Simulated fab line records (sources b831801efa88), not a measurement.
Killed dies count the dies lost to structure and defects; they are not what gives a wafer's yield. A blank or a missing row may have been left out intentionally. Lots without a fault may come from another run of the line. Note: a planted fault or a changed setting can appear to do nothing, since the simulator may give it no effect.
Chamber matching	flow gf180mcu	GF_V3_CVD_02 on pecvd-03 has 3 sister chambers
The step deposits SiO2 from TEOS, target thk 850 nm, time 94.851 s. 14 wafers are shown with their chamber, then 7 later ones without.

## WAFERS PAIRED WITH THEIR CHAMBERS
wafer	chamber	heater-power-w (W)	susceptor-temp-C (C)
L074.1	2	567	399.64
L074.3	0	846	400.11
L074.5	1	604	399.92
L075.2	0	970	399.58
L075.3	1	607	400.16
L075.5	1	645	400.18
L086.1	1	657	400.09
L086.2	2	507	400.10
L086.5	1	532	400.10
L089.2	1	657	400.05
L089.4	1	666	399.88
L089.6	0	946	400.13
L091.4	0	941	400.36
L091.5	1	581	400.01

SIGNATURES, as means of the wafers listed above
reading	chamber 0	chamber 1	chamber 2	scatter within a chamber
heater-power-w	925.75	618.62	537.00	48.5
susceptor-temp-C	400.0450	400.0487	399.8700	0.216
Rule: distance of a wafer from a chamber = root of the sum over the readings of ((wafer's reading minus chamber's mean) / reading's scatter) squared. If the next closest chamber is less than 2 further off than the closest, the wafer can't be placed; otherwise it belongs to the closest. How the scatter is found: for the shown wafers, subtract from each reading the mean of its chamber, square and add these, divide the total by (wafers less chambers), then take the root.

## WAFERS MISSING THEIR CHAMBER
wafer	heater-power-w (W)	susceptor-temp-C (C)
L091.6	989	400.30
L090.1	628	400.22
L090.4	969	400.03
L090.5	540	400.05
L094.1	621	399.65
L094.4	665	399.69
L094.5	580	399.92

## THE CHAMBER EACH PASSED THROUGH
wafer	from the rows above	in truth
L091.6	0	0
L090.1	can't be placed: 1 or 2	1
L090.4	0	0
L090.5	can't be placed: 2 or 1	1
L094.1	can't be placed: 1 or 2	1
L094.4	can't be placed: 1 or 2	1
L094.5	can't be placed: 2 or 1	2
2 of 7 placed correctly. Can't be placed from these rows: 5 (the true chamber is among the candidates in 5). Placed wrongly: 0.
